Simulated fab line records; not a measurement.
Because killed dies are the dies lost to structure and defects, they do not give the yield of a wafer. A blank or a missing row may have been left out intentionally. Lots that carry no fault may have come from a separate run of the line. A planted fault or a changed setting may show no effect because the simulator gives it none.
Struck lot and sound lot, side by side -- flow sky130 -- 43 out of 708 route steps
Sound: wafers L920.1, L920.3, L920.5. The struck wafers were L938.3, L938.4, L938.6. The cause is named last.
Each step with rows lists, per side, the tool, then ch with its chambers, then its first start. Under that, the readings that differ: sound wafers -- struck wafers -- difference of the means -- sigmas: that difference in standard deviations of wafers without a fault.
alike: a reading whose means differ by less than 2 such deviations, as well as words and numbers matching on both sides. not compared: withheld readings; readings where some wafer has no value; bounds like >300 that might hide an equal value; numbers whose values overlap and for which the record gives no deviation.
Wherever a step has rows on one side only, a row that says differs or no value, or a row with sigmas, the two part there. Non-overlapping numbers with no deviation appear without sigmas and do not part them. Lack of a reading on every wafer of one side parts them only where that side has two or more wafers.

first, 6 steps without rows for these wafers: SKY_VIA3_COAT_06 (resist thk 60 nm); SKY_VIA3_COAT_07 (resist thk 450 nm); SKY_VIA3_SOFTBAKE_08 (time 90 s); SKY_VIA3_EXPOSE_09 (exposes mask VIM3, target cd 200 nm); SKY_VIA3_PEB_10; SKY_VIA3_DEVELOP_11 (develop time 60 s).
SKY_VIA3_CD_MEAS_12: the cd target is 200 nm.
  struck on cd_sem-01, day 45 20:59; sound on cd_sem-01, day 40 20:02
  alike: cd_nm
SKY_VIA3_OVL_MEAS_13:
  struck on overlay-01, day 45 21:05; sound on overlay-02, day 40 20:10
  alike: VIA3_OVL
then, 1 step without rows for these wafers: SKY_VIA3_ETCH_14 (etches BARC in N2/H2, stops on SiO2, time 45.9 s, target depth 60 nm).
SKY_VIA3_ETCH_15: etches SiO2 in C4F8/O2/Ar, stops on TiN, target depth 507 nm, time 78 s.
  sound on rie_diel-03 ch 1,3, day 40 20:14; struck on rie_diel-04 ch 1,2, day 45 21:08
  alike: oes_product_au
  not compared: rf_hours_counter_h
then, 2 steps without rows for these wafers: SKY_VIA3_STRIP_16 (strips in O2/N2); SKY_VIA3_STRIP_17 (strips in post etch residue remover, time 1200 s).
SKY_VIA3_CLEAN_18: cleans in IPA, time 180 s.
  sound on wet_bench-03 ch 3, day 40 20:44; struck on wet_bench-03 ch 1, day 45 21:38
then, 3 steps without rows for these wafers: SKY_VIA3_CLEAN_19 (cleans in O3/DIW); SKY_VIA3_SPUTTER_20 (material TiN, target thk 20 nm, time 80 s); SKY_VIA3_CVD_21 (deposits W, target thk 390 nm, time 117.31 s).
SKY_VIA3_RS_MEAS_22: a four-point-probe measurement.
  struck on film_metro-01, day 45 22:01; sound on film_metro-02, day 40 21:05
  alike: VIA3_W_RS
SKY_VIA3_THK_MEAS_23: measures by xrf.
  struck on film_metro-01, day 45 22:07; sound on film_metro-02, day 40 21:12
  alike: VIA3_W_THK
SKY_VIA3_CMP_24: polishes, stops on SiO2, t overpolish 20 s, target thk 0 nm.
  sound on cmp-01 ch 1,3, day 40 21:19; struck on cmp-01 ch 0,1, day 45 22:10
  alike: head_pressure_psi, motor_current_A, overpolish_run_s, time_to_endpoint_s
then, 1 step without rows for these wafers: SKY_METAL4_SPUTTER_00 (material Ti, target thk 15 nm, time 10 s).
SKY_METAL4_SPUTTER_01: material TiN, target thk 20 nm, time 16.7 s.
  struck on pvd_sputter-01, day 45 22:29; sound on pvd_sputter-04, day 40 21:35
  alike: throttle_valve_pct
SKY_METAL4_SPUTTER_02: material AlCu, target thk 735 nm, time 39.1 s.
  struck on pvd_sputter-01, day 45 22:31; sound on pvd_sputter-04, day 40 21:37
  alike: throttle_valve_pct
SKY_METAL4_SPUTTER_03: material Ti, target thk 5 nm, time 3.3 s.
  struck on pvd_sputter-01, day 45 22:32; sound on pvd_sputter-04, day 40 21:38
  alike: throttle_valve_pct
then, 2 steps without rows for these wafers: SKY_METAL4_SPUTTER_04 (material TiN, target thk 70 nm, time 58.3 s); SKY_CAP2M_CVD_00 (deposits SiO2, target thk 15.5 nm).
SKY_CAP2M_THK_MEAS_01:
  struck on film_metro-02, day 45 22:39; sound on film_metro-01, day 40 21:44
  alike: CAP2M_CVD_00_THK
then, 1 step without rows for these wafers: SKY_CAP2M_SPUTTER_02 (material TiN, target thk 200 nm, time 166.7 s).
SKY_CAP2M_RS_MEAS_03: a four-point-probe measurement.
  struck on film_metro-03, day 45 22:50; sound on film_metro-03, day 40 21:54
  alike: CAP2M_TIN_RS
SKY_CAP2M_THK_MEAS_04: measures by xrf.
  struck on film_metro-03, day 45 22:56; sound on film_metro-03, day 40 22:01
  alike: CAP2M_TIN_THK
then, 7 steps without rows for these wafers: SKY_CAP2M_DEHYDRATE_05 (time 60 s); SKY_CAP2M_HMDS_06 (prime time 60 s); SKY_CAP2M_COAT_07 (resist thk 1140 nm); SKY_CAP2M_SOFTBAKE_08 (time 60 s); SKY_CAP2M_EXPOSE_09 (exposes mask CAP2M, target cd 1000 nm); SKY_CAP2M_PEB_10; SKY_CAP2M_DEVELOP_11 (develop time 60 s).
SKY_CAP2M_OVL_MEAS_12:
  struck on overlay-02, day 46 19:10; sound on overlay-02, day 41 22:40
  alike: CAP2M_OVL
then, 5 steps without rows for these wafers: SKY_CAP2M_METAL_ETCH_13 (etches TiN in Cl2/BCl3, stops on SiO2, target depth 220 nm, time 62.9 s); SKY_CAP2M_STRIP_14 (strips in O2/N2); SKY_CAP2M_STRIP_15 (strips in post etch residue remover, time 1200 s); SKY_CAP2M_CLEAN_16 (cleans in IPA, time 180 s); SKY_CAP2M_CLEAN_17 (cleans in O3/DIW).
-- the record jumps here: 4 days lie between the struck wafers' starts before and after (it left off in module CAP2M and takes up again in module PAD_OPEN, whose first step shown is number 708 of the route) --
SKY_PAD_OPEN_PROBE_99:
  the record has rows for the struck wafers here (prober-02, day 50 19:59) and none for the sound ones

## WHERE THEY PART
Only at SKY_PAD_OPEN_PROBE_99, within this record.

WHY: the cause the simulator had injected
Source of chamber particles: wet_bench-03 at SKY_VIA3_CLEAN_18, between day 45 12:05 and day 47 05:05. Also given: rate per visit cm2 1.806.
